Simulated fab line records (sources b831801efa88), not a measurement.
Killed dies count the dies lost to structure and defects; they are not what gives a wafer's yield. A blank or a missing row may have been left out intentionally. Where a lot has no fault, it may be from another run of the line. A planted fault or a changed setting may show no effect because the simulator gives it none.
fab line records	flow sky130
record: lots: 6	wafers: 18	lastDay: 49
route steps=708 shown LDD_LDN@302 SPACER@304 POLY_CUT@307 PAD_OPEN@708
lots with no fault: from the same line, run without faults
startH: hours from the record's first day to the start of the lot's first wafer shown	waitH: hours from the lot's prior step to this one	" the same as in the row above	L1.1+2: one row covering several wafers at once	- either no value or no given start	* or withheld: withheld	< > ~ a bound
route shown NAME@n: names a module that has steps shown in the file, with the first one's number in the route	usual: mean/standard deviation taken from wafers without a fault	same: alike in all rows	chamber/n: place in a boat	sites: each site's reading	_std_site: standard deviation of those values	_edge_site: outer sites' mean less inner sites'	radiusMm: for every site, how far away it sits from the centre of the wafer	mask NAME#n: copy n	behind: the tool/chamber that last shaped the wafer	hold: reason for holding the lot/hours on hold/outcome of the hold	device: names the non-switching transistor (n, p or np)	end of line: tests of these same wafers at the route's end	for a step that has no rows: nothing shown but its recipe	killed: at the first sort, the dies lost to defects and structure; wafer yield is something else	map: a wafer's dies, x killed, . not, _ none there
set.NAME: the run value of the setting; set.NAME@STEP: its run value at that earlier step	model.NAME: the simulator's own value behind a step, which no gauge read
a table for each step, a row for each wafer; lots at some steps of the route
services: the hour from which a tool's chamber was out of use, counted from the record's first day as startH (under 0 if before that day), plus the number of hours and why
== steps ==
step: SKY_LDD_LDN_TW_MEAS_13
usual: LDD_LDN_TW: 1482/12
lot.wafer	tool	chamber	startH	waitH	LDD_LDN_TW
L169.1	filmMetro-02	-	585.94	0.1	1502
L169.3	"	-	"	"	1500
L169.4	"	-	"	"	1510
L171.1	filmMetro-02	-	602.82	0.1	1495
L171.2	"	-	"	"	1496
L171.4	"	-	"	"	1495
L176.1	filmMetro-03	-	642.72	0.1	1462
L176.4	"	-	"	"	1469
L176.5	"	-	"	"	1455
L177.3	filmMetro-03	-	653.34	0.1	1471
L177.4	"	-	"	"	1470
L177.5	"	-	"	"	1476
L178.1	filmMetro-02	-	654.39	0.1	1501
L178.2	"	-	"	"	1495
L178.4	"	-	"	"	1489
L179.2	filmMetro-03	-	663.28	0.1	1467
L179.4	"	-	"	"	1464
L179.6	"	-	"	"	1469
step: SKY_LDD_LDN_CLEAN_14
recipe: chemistry: SC1/SC2	mix: 1:4:20	tempC: 70	timeS: 150	dry: n2Spin
step: SKY_SPACER_CVD_00
recipe: material: Si3N4	precursor: DCS/NH3	targetThkNm: 43.1	tempC: 770	timeS: 740	pressureMtorr: 250
step: SKY_SPACER_THK_MEAS_01
recipe: reads: Si3N4_of_SPACER_CVD_00
usual: SPACER_CVD_00_THK: 42.8/0.4
lot.wafer	tool	chamber	startH	waitH	SPACER_CVD_00_THK[nm]
L169.1	filmMetro-04	-	587.26	0.0	42.7
L169.3	"	-	"	"	42.9
L169.4	"	-	"	"	42.6
L171.1	filmMetro-02	-	605.27	0.0	42.9
L171.2	"	-	"	"	43.0
L171.4	"	-	"	"	42.8
L176.1	filmMetro-01	-	644.03	0.0	43.3
L176.4	"	-	"	"	43.5
L176.5	"	-	"	"	43.0
L178.1	filmMetro-01	-	656.77	0.0	43.0
L178.2	"	-	"	"	42.9
L178.4	"	-	"	"	42.7
L177.3	filmMetro-02	-	656.79	0.0	43.3
L177.4	"	-	"	"	43.4
L177.5	"	-	"	"	43.0
L179.2	filmMetro-01	-	665.26	0.0	43.2
L179.4	"	-	"	"	42.7
L179.6	"	-	"	"	42.9
step: SKY_SPACER_ETCHBACK_02
recipe: chemistry: CH3F/O2	target: Si3N4	stopOn: SiO2	sourceW: 400	biasW: 80	pressureMtorr: 25	ch3fFlowSccm: 40	O2_flow_sccm: 30	timeS: 46.7	targetDepthA: 450
usual: ch3fFlowSccm: 39.99/0.12	drypumpMotorCurrentA: 5.7/0.48	oesProductAu: 0.852/0.0064	throttleValvePct: 10.561/0.0077
lot.wafer	tool	chamber	startH	waitH	ch3fFlowSccm	drypumpMotorCurrentA	oesProductAu	rfHoursCounterH	throttleValvePct
L169.1	rieDiel-01	0	587.32	0.1	39.90	6.0	0.847	0	10.564
L169.3	"	3	"	"	39.81	4.8	0.851	12	10.569
L169.4	"	2	"	"	40.10	5.9	0.849	9	10.559
L171.1	rieDiel-03	0	605.33	0.1	40.04	6.2	0.847	14	10.560
L171.2	"	1	"	"	40.00	5.6	0.849	11	10.563
L171.4	"	3	"	"	40.34	6.0	0.852	-	10.548
L176.1	rieDiel-01	2	644.09	0.1	40.01	5.9	0.854	10	10.564
L176.4	"	1	"	"	39.93	6.1	0.858	14	10.552
L176.5	"	2	"	"	40.20	5.9	0.860	-	10.556
L177.3	rieDiel-03	0	656.83	0.0	40.00	6.2	0.861	15	10.571
L177.4	"	1	"	"	39.91	5.6	0.865	12	10.550
L177.5	"	1	"	"	39.97	5.6	0.846	-	10.552
L178.1	rieDiel-01	1	656.83	0.1	40.11	6.1	0.855	14	10.553
L178.2	"	3	"	"	40.03	4.8	0.852	13	10.566
L178.4	"	2	"	"	39.89	5.9	0.848	10	10.554
L179.2	rieDiel-03	0	665.31	0.0	40.16	6.2	0.860	15	10.556
L179.4	"	1	"	"	40.16	5.6	0.848	12	10.549
L179.6	"	3	"	"	40.17	6.0	0.861	-	10.566
step: SKY_POLY_CUT_DEHYDRATE_00
recipe: tempC: 200	timeS: 60
step: SKY_POLY_CUT_HMDS_01
recipe: primeTimeS: 60	primeTempC: 120
step: SKY_POLY_CUT_COAT_02
recipe: resist: BARC	tempC: withheld	timeS: withheld	spinRpm: 3000	resistThkNm: 60
step: SKY_POLY_CUT_COAT_03
recipe: resist: KrF-thick	spinRpm: 3000	resistThkNm: 450
step: SKY_POLY_CUT_SOFTBAKE_04
recipe: tempC: 100	timeS: 90	resist: KrF-thick
step: SKY_POLY_CUT_EXPOSE_05
recipe: maskId: NPCM	na: 0.8	sourceShape: annular	sigmaInner: 0.55	sigmaOuter: 0.85	targetCdNm: 270	doseMj: 32
step: SKY_POLY_CUT_PEB_06
recipe: pebTempC: withheld	pebTimeS: withheld	resist: KrF-thick
step: SKY_POLY_CUT_DEVELOP_07
recipe: developTimeS: 60	resist: KrF-thick	devTempC: 21
lot.wafer	tool	chamber	startH	waitH
L169.1+3+4	lithoTrack-01	0	616	-
L171.1+2+4	lithoTrack-03	0	634	-
L176.1+4+5	lithoTrack-01	0	671	-
L177.3+4+5	lithoTrack-04	0	685	-
L178.1+2+4	lithoTrack-03	0	685	-
L179.2+4+6	lithoTrack-01	0	693	-
step: SKY_POLY_CUT_CD_MEAS_08
recipe: targetCdNm: 270
usual: cdNm: 270.3/1.5
lot.wafer	tool	chamber	startH	waitH	cdNm
L169.1	cdSem-02	-	617.13	-	268.8
L169.3	"	-	"	"	270.3
L169.4	"	-	"	"	269.4
L171.1	cdSem-01	-	634.20	-	273.7
L171.2	"	-	"	"	273.1
L171.4	"	-	"	"	273.1
L176.1	cdSem-02	-	672.13	-	266.5
L176.4	"	-	"	"	265.6
L176.5	"	-	"	"	266.3
L177.3	cdSem-02	-	685.20	-	272.4
L177.4	"	-	"	"	269.8
L177.5	"	-	"	"	272.6
L178.1	cdSem-02	-	685.30	-	273.3
L178.2	"	-	"	"	271.8
L178.4	"	-	"	"	272.6
L179.2	cdSem-01	-	693.85	-	265.1
L179.4	"	-	"	"	262.4
L179.6	"	-	"	"	264.3
step: SKY_POLY_CUT_OVL_MEAS_09
usual: POLY_CUT_OVL: -2/5.5
lot.wafer	tool	chamber	startH	waitH	POLY_CUT_OVL[nm]
L169.1	overlay-01	-	617.25	0.1	-5
L169.3	"	-	"	"	-7
L169.4	"	-	"	"	-8
L171.1	overlay-02	-	634.32	0.1	-10
L171.2	"	-	"	"	2
L171.4	"	-	"	"	-2
L176.1	overlay-01	-	672.25	0.1	-2
L176.4	"	-	"	"	-11
L176.5	"	-	"	"	-14
L177.3	overlay-02	-	685.30	0.1	-9
L177.4	"	-	"	"	-10
L177.5	"	-	"	"	-4
L178.1	overlay-02	-	685.42	0.1	-7
L178.2	"	-	"	"	-12
L178.4	"	-	"	"	-9
L179.2	overlay-02	-	693.96	0.1	-1
L179.4	"	-	"	"	-6
L179.6	"	-	"	"	2
step: SKY_POLY_CUT_ETCH_10
recipe: chemistry: N2/H2	target: BARC	ionEnergyEv: 200	sourceW: 500	biasW: 100	pressureMtorr: 30	n2FlowSccm: 100	h2FlowSccm: 200	stopOn: SiO2	timeS: 45.9	targetDepthA: 600
usual: drypumpMotorCurrentA: 5.8/0.44	oesProductAu: 0.855/0.0051	throttleValvePct: 13.225/0.0083
lot.wafer	tool	chamber	startH	waitH	drypumpMotorCurrentA	oesProductAu	rfHoursCounterH	throttleValvePct	model.POLY_CUT.cdNm
L169.1	rieDiel-03	2	617.29	0.0	6.2	0.863	18	13.221	269
L169.3	"	3	"	"	6.0	0.863	14	13.214	270.1
L169.4	"	1	"	"	5.6	0.859	11	13.210	270.4
L171.1	rieDiel-01	1	634.35	0.0	6.1	0.851	13	13.232	273
L171.2	"	2	"	"	5.9	0.854	10	13.236	272.9
L171.4	"	3	"	"	4.8	0.853	13	13.216	272.2
L176.1	rieDiel-03	2	672.29	0.0	6.2	0.860	20	13.208	266.7
L176.4	"	3	"	"	6.0	0.848	16	13.227	265
L176.5	"	0	"	"	6.2	0.854	-	13.225	266.6
L177.3	rieDiel-03	1	685.32	0.0	5.6	0.853	12	13.218	272.8
L177.4	"	1	"	"	5.6	0.857	-	13.219	270.3
L177.5	"	3	"	"	6.0	0.851	-	13.235	272.9
L178.1	rieDiel-04	0	685.46	0.0	5.1	0.853	4	13.217	272.8
L178.2	"	1	"	"	5.8	0.846	8	13.234	271.7
L178.4	"	3	"	"	6.1	0.859	13	13.229	273.2
L179.2	rieDiel-03	1	693.99	0.0	5.6	0.853	13	13.242	265.4
L179.4	"	3	"	"	6.0	0.848	-	13.228	262.4
L179.6	"	1	"	"	5.6	0.850	-	13.216	263.9
step: SKY_POLY_CUT_ETCH_11
recipe: target: Si3N4	chemistry: CF4/CH2F2/Ar	stopOn: poly-Si	sourceW: 600	biasW: 150	pressureMtorr: 40	cf4FlowSccm: 40	ch2f2FlowSccm: 20	Ar_flow_sccm: 150	timeS: 42.5	targetDepthA: 600
usual: drypumpMotorCurrentA: 5.8/0.45	oesProductAu: 0.827/0.0056	throttleValvePct: 14.995/0.0093
lot.wafer	tool	chamber	startH	waitH	drypumpMotorCurrentA	oesProductAu	rfHoursCounterH	throttleValvePct	model.POLY_CUT.cdNm
L169.1	rieDiel-03	2	617.33	0.0	6.2	0.830	18	15.004	268.9
L169.3	"	3	"	"	6.0	0.834	14	14.996	270
L169.4	"	1	"	"	5.6	0.821	11	14.990	270.4
L171.1	rieDiel-01	1	634.40	0.0	6.1	0.817	13	14.985	272.9
L171.2	"	2	"	"	5.9	0.827	10	14.990	272.8
L171.4	"	3	"	"	4.8	0.815	13	15.001	272.2
L176.1	rieDiel-03	2	672.33	0.0	6.2	0.817	20	14.995	266.7
L176.4	"	3	"	"	6.0	0.825	16	14.984	265
L176.5	"	0	"	"	6.2	0.828	-	14.999	266.6
L177.3	rieDiel-03	1	685.36	0.0	5.6	0.832	13	14.990	272.8
L177.4	"	1	"	"	5.6	0.831	-	15.007	270.3
L177.5	"	3	"	"	6.0	0.825	-	14.984	272.9
L178.1	rieDiel-04	0	685.50	0.0	5.1	0.822	4	14.984	272.8
L178.2	"	1	"	"	5.8	0.826	8	14.990	271.7
L178.4	"	3	"	"	6.0	0.832	13	14.998	273.2
L179.2	rieDiel-03	1	694.05	0.0	5.6	0.830	13	15.002	265.4
L179.4	"	3	"	"	6.0	0.830	-	14.994	262.4
L179.6	"	1	"	"	5.6	0.821	-	15.000	263.9
step: SKY_POLY_CUT_STRIP_12
recipe: chemistry: O2/N2	powerW: 1400	pressureMtorr: 1500	platenTempC: withheld	o2FlowSccm: 3000	n2FlowSccm: 300	overashFraction: 0.5
usual: drypumpMotorCurrentA: 5.32/0.26	oesProductAu: 0.452/0.0052	stripTimeToEndpointS: 5.356/0.016
lot.wafer	tool	chamber	startH	waitH	drypumpMotorCurrentA	oesProductAu	rfHoursCounterH	stripTimeToEndpointS
L169.1	plasmaAsher-04	0	617.37	0.0	5.09	0.447	92	5.355
L169.3	"	1	"	"	5.36	0.452	-	5.372
L169.4	"	0	"	"	5.09	0.448	-	5.390
L171.1	plasmaAsher-03	0	634.44	0.0	5.58	0.453	51	5.368
L171.2	"	1	"	"	5.71	0.447	51	5.363
L171.4	"	0	"	"	5.59	0.444	-	5.376
L176.1	plasmaAsher-01	0	672.37	0.0	5.45	0.461	86	5.368
L176.4	"	0	"	"	5.43	0.458	-	5.368
L176.5	"	0	"	"	5.44	0.452	-	5.384
L177.3	plasmaAsher-03	1	685.44	0.1	5.73	0.451	-	5.373
L177.4	"	0	"	"	5.59	0.454	-	5.365
L177.5	"	0	"	"	5.60	0.460	-	5.367
L178.1	plasmaAsher-04	1	685.54	0.0	5.38	0.454	99	5.367
L178.2	"	0	"	"	5.09	0.443	99	5.339
L178.4	"	1	"	"	5.38	0.454	-	5.348
L179.2	plasmaAsher-04	1	694.11	0.0	5.36	0.450	100	5.350
L179.4	"	0	"	"	5.09	0.454	-	5.372
L179.6	"	0	"	"	5.09	0.449	-	5.335
step: SKY_PAD_OPEN_PROBE_99
usual: killed_at_M0_to_M3: 43/6.9	killed_at_M4_up: 3.1/1.8	killedAtContacts: 24/5.1	killedAtFrontEnd: 15/4.8	killedAtOther: 0.3/0.48	killedDies: 86/8.9	killedOpen: 47/6.8	killedShort: 39/6.3
same: grossDies: 492	killedAtBackSide: 0
lot.wafer	tool	chamber	startH	waitH	killed_at_M0_to_M3	killed_at_M4_up	killedAtContacts	killedAtFrontEnd	killedAtOther	killedDies	killedOpen	killedShort
L171.1	prober-01	-	1127.28	0.1	35	4	26	14	0	79	40	38
L171.2	prober-01	-	1127.33	0.1	50	2	25	13	0	90	52	37
L171.4	prober-01	-	1127.43	0.2	52	2	28	6	0	88	47	41
L176.1	prober-01	-	1154.33	0.1	58	4	20	16	0	98	55	43
L176.4	prober-01	-	1154.48	0.2	43	6	24	15	1	89	50	39
L176.5	prober-01	-	1154.53	0.2	44	2	26	13	1	86	46	40
L179.2	prober-02	-	1169.10	0.1	58	4	27	13	0	102	57	45
L179.4	prober-02	-	1169.20	0.2	43	5	16	15	0	79	42	37
L179.6	prober-02	-	1169.30	0.2	33	3	32	27	0	95	52	43
killed by level:class
L171.1 VIA1:geometricParticle:open=12 CONTACT:geometricParticle:open=9 METAL1:geometricParticle:short=7 FIELD_ISO:geometricParticle:open=6 LI_CONTACT:geometricParticle:short=5 LOCAL_INTERCONNECT:geometricParticle:short=4 CONTACT:geometricParticle:short=4 FIELD_ISO:geometricParticle:short=3
L171.2 VIA1:geometricParticle:open=21 LI_CONTACT:geometricParticle:open=8 VIA1:geometricParticle:short=7 VIA3:geometricParticle:open=6 CONTACT:geometricParticle:open=6 CONTACT:geometricParticle:short=6 POLY_GATE:geometricParticle:short=3 METAL1:geometricParticle:short=3
L171.4 VIA1:geometricParticle:open=13 VIA1:geometricParticle:short=9 LI_CONTACT:geometricParticle:open=8 METAL1:geometricParticle:short=7 CONTACT:geometricParticle:open=6 VIA2:geometricParticle:open=6 VIA3:geometricParticle:open=6 CONTACT:geometricParticle:short=5
L176.1 VIA1:geometricParticle:open=16 LI_CONTACT:geometricParticle:open=11 VIA1:geometricParticle:short=7 FIELD_ISO:geometricParticle:short=6 METAL2:geometricParticle:short=6 VIA2:geometricParticle:open=6 VIA3:geometricParticle:open=6 CONTACT:geometricParticle:open=5
L176.4 VIA1:geometricParticle:open=14 CONTACT:geometricParticle:open=10 FIELD_ISO:geometricParticle:short=7 VIA2:geometricParticle:open=7 LI_CONTACT:geometricParticle:open=6 VIA3:geometricParticle:open=6 METAL4:geometricParticle:short=6 POLY_GATE:geometricParticle:short=5
L176.5 CONTACT:geometricParticle:open=11 VIA1:geometricParticle:short=7 VIA2:geometricParticle:open=6 LI_CONTACT:geometricParticle:open=6 VIA1:geometricParticle:open=6 METAL2:geometricParticle:short=6 VIA3:geometricParticle:open=5 POLY_GATE:geometricParticle:open=4
L179.2 VIA1:geometricParticle:open=16 CONTACT:geometricParticle:open=9 METAL3:geometricParticle:short=8 METAL1:geometricParticle:short=7 VIA2:geometricParticle:open=7 METAL2:geometricParticle:short=6 VIA3:geometricParticle:open=5 LI_CONTACT:geometricParticle:open=5
L179.4 VIA3:geometricParticle:open=8 VIA2:geometricParticle:open=7 CONTACT:geometricParticle:open=6 LI_CONTACT:geometricParticle:open=5 VIA1:geometricParticle:open=5 POLY_GATE:geometricParticle:open=4 VIA2:geometricParticle:short=4 POLY_GATE:geometricParticle:short=4
L179.6 VIA2:geometricParticle:open=11 LI_CONTACT:geometricParticle:open=9 CONTACT:geometricParticle:short=9 POLY_GATE:geometricParticle:open=7 CONTACT:geometricParticle:open=6 FIELD_ISO:geometricParticle:open=5 POLY_GATE:geometricParticle:short=5 LOCAL_INTERCONNECT:geometricParticle:short=5
== services ==
tool	chamber	startH	hours	kind
plasmaAsher-01	-	598.80	4.2	repair
rieDiel-03	2	599.69	10.1	repair
rieDiel-01	0	616.10	10.4	repair
rieDiel-04	3	617.24	7.4	repair
rieDiel-04	1	621.06	1.4	repair
plasmaAsher-01	-	629.78	0.9	repair
rieDiel-03	-	634.56	2.8	pm
rieDiel-04	0	637.59	7.4	repair
rieDiel-03	-	641.54	0.7	repair
rieDiel-01	2	663.90	16.6	repair
plasmaAsher-03	-	664.83	2.4	repair
lithoTrack-04	-	681.46	-	consumableReplace:filter
rieDiel-03	0	681.97	13.1	repair
rieDiel-03	2	687.04	10.8	repair
rieDiel-04	-	690.09	2.8	pm
== key ==
firstSign: step: SKY_POLY_CUT_CD_MEAS_08	reading: cdNm	direction: down	sigmas: 3.5	usual: 270.3	struck: 265.0
effect none on later readings
modelEffect: step: SKY_POLY_CUT_ETCH_10	value: POLY_CUT.cdNm	without: 269.6	struck: 265
modelEffect: step: SKY_POLY_CUT_ETCH_11	value: POLY_CUT.cdNm	without: 269.6	struck: 265
metAt SKY_POLY_CUT_DEVELOP_07
struckWafers L176.1,L176.4,L176.5,L179.2,L179.4,L179.6
testerLeftOut L176,L179
onsetBetween 616 671
fault: kind: processParameterDrift	tool: lithoTrack-01	chamber: -	onsetH: 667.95	steps: SKY_POLY_CUT_DEVELOP_07	channel: developTimeS	offset: *	shape: step	endH: 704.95	actsIn: *	stated: *
testerLeftOut: of these lots the tester's yield and bins aren't shown, on N5 and GAA mostly nor the transistor test; their killed dies are dies lost to structure and defects alone, not to doping, threshold or leakage, so they don't give the yield
